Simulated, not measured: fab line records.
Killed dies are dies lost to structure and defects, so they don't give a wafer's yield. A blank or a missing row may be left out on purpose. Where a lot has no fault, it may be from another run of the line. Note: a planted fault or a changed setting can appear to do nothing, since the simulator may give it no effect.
Problem report, 8D (eight disciplines) form, completed by code :: flow sky130 :: the parts of the form that need people (team, actions taken, sign-off) are left out

1. THE PROBLEM
At SKY_PAD_OPEN_PROBE_99, killed_at_M4_up averages 49.5 over 2 wafers from 2 lots, while fault-free wafers read 2.8, standard deviation 1.8. Relative to the usual mean, that is a shift of +26 standard deviations.
First observed at day 47 23:18: wafer L310.6, on prober-01. At this step, 18 wafers from 6 lots have a number in the record. Rule for "out", or "out of limits": more than 4 standard deviations from the usual mean. Any other wafer with a number is counted as sound.

2. WHAT IT IS; WHAT IT IS NOT
question: which readings at this step
is: killed_at_M4_up
is not: killed_at_contacts, killed_at_front_end, killed_at_other, killed_short, sort_bin_3_pad_short, sort_bin_6_memory

question: which lots
is: L310, L311
is not: L303, L321, L322, L323

question: which wafers of those lots
is: L310.6, L311.2
is not: L310.4, L310.5, L311.3, L311.5

question: read on which tools
is: prober-01, prober-02
is not: -

question: when
is: from day 47 23:18
is not: up to then (5 sound wafers); but 11 sound wafers of L311, L321, L322, L323 came after

3. SUSPECTS, AND WHAT RULES EACH OUT
Counting: a tool at a process step up to the reading stays a suspect if it ran every lot that is out. Sound lots after the first of them don't rule it out here, since some wafers of a struck lot are sound.
- pvd_sputter-01 at SKY_VIA4_SPUTTER_17 (material TiN, target thk 20 nm, time 80 s): kept. It ran every lot that is out, first L310 (day 45 06:10).
- cvd_w-02 at SKY_VIA4_CVD_18 (deposits W, target thk 505 nm, time 152.14 s): kept. It ran every lot that is out, first L310 (day 45 06:16).
- cmp-01 at SKY_VIA4_CMP_21 (polishes, stops on SiO2, t overpolish 25 s, target thk 0 nm): kept. It ran every lot that is out, first L310 (day 45 06:43); its last sound lot up to then is L303 (day 43 06:39).
- pvd_sputter-04 at SKY_METAL5_SPUTTER_00 (material Ti, target thk 15 nm, time 10 s): kept. It ran every lot that is out, first L310 (day 45 06:52); its last sound lot up to then is L303 (day 43 06:54).
- pvd_sputter-04 at SKY_METAL5_SPUTTER_01 (material TiN, target thk 20 nm, time 16.7 s): kept. It ran every lot that is out, first L310 (day 45 06:53); its last sound lot up to then is L303 (day 43 06:55).
- pvd_sputter-04 at SKY_METAL5_SPUTTER_02 (material AlCu, target thk 1150 nm, time 61.2 s): kept. It ran every lot that is out, first L310 (day 45 06:54); its last sound lot up to then is L303 (day 43 06:57).
Left after counting: pvd_sputter-01 at SKY_VIA4_SPUTTER_17, cvd_w-02 at SKY_VIA4_CVD_18, cmp-01 at SKY_VIA4_CMP_21, pvd_sputter-04 at SKY_METAL5_SPUTTER_00, pvd_sputter-04 at SKY_METAL5_SPUTTER_01, pvd_sputter-04 at SKY_METAL5_SPUTTER_02.

4. THE CAUSE (what the simulator had put in)
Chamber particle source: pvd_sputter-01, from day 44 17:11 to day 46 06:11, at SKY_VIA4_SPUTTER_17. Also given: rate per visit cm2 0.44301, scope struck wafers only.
After counting, 6 suspects remain, this tool included.

5. THE CHAIN OF EFFECTS, in route order
One row per reading whose mean, taken over the struck wafers that have a number, lies over 3 standard deviations from the usual. Only readings whose record carries a usual standard deviation are examined. hours: median over the lots of the time between each lot's start at the first step of this table that gives one and its start at this step. sigmas: the change, counted in usual standard deviations.
hours: 0
step: SKY_PAD_OPEN_PROBE_99
reading: killed_at_M4_up
usual: 2.8
on struck wafers: 49.5
change: +46.7
sigmas: +26
Its process steps:
- SKY_PAD_OPEN_PROBE_99

6. WHAT WOULD HAVE CAUGHT IT SOONER
First out-of-limits reading in this record: day 47 23:18, which is 78 hours after fault onset at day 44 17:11.
An alarm limit of 4 standard deviations would not have fired on the tool readings at SKY_VIA4_SPUTTER_17 for which the record gives a usual standard deviation, since none of them was out on any struck wafer.
All the lots that are out (2) had begun SKY_VIA4_SPUTTER_17 on pvd_sputter-01 by day 47 23:18. Holding the tool at that point would not have protected any of them.
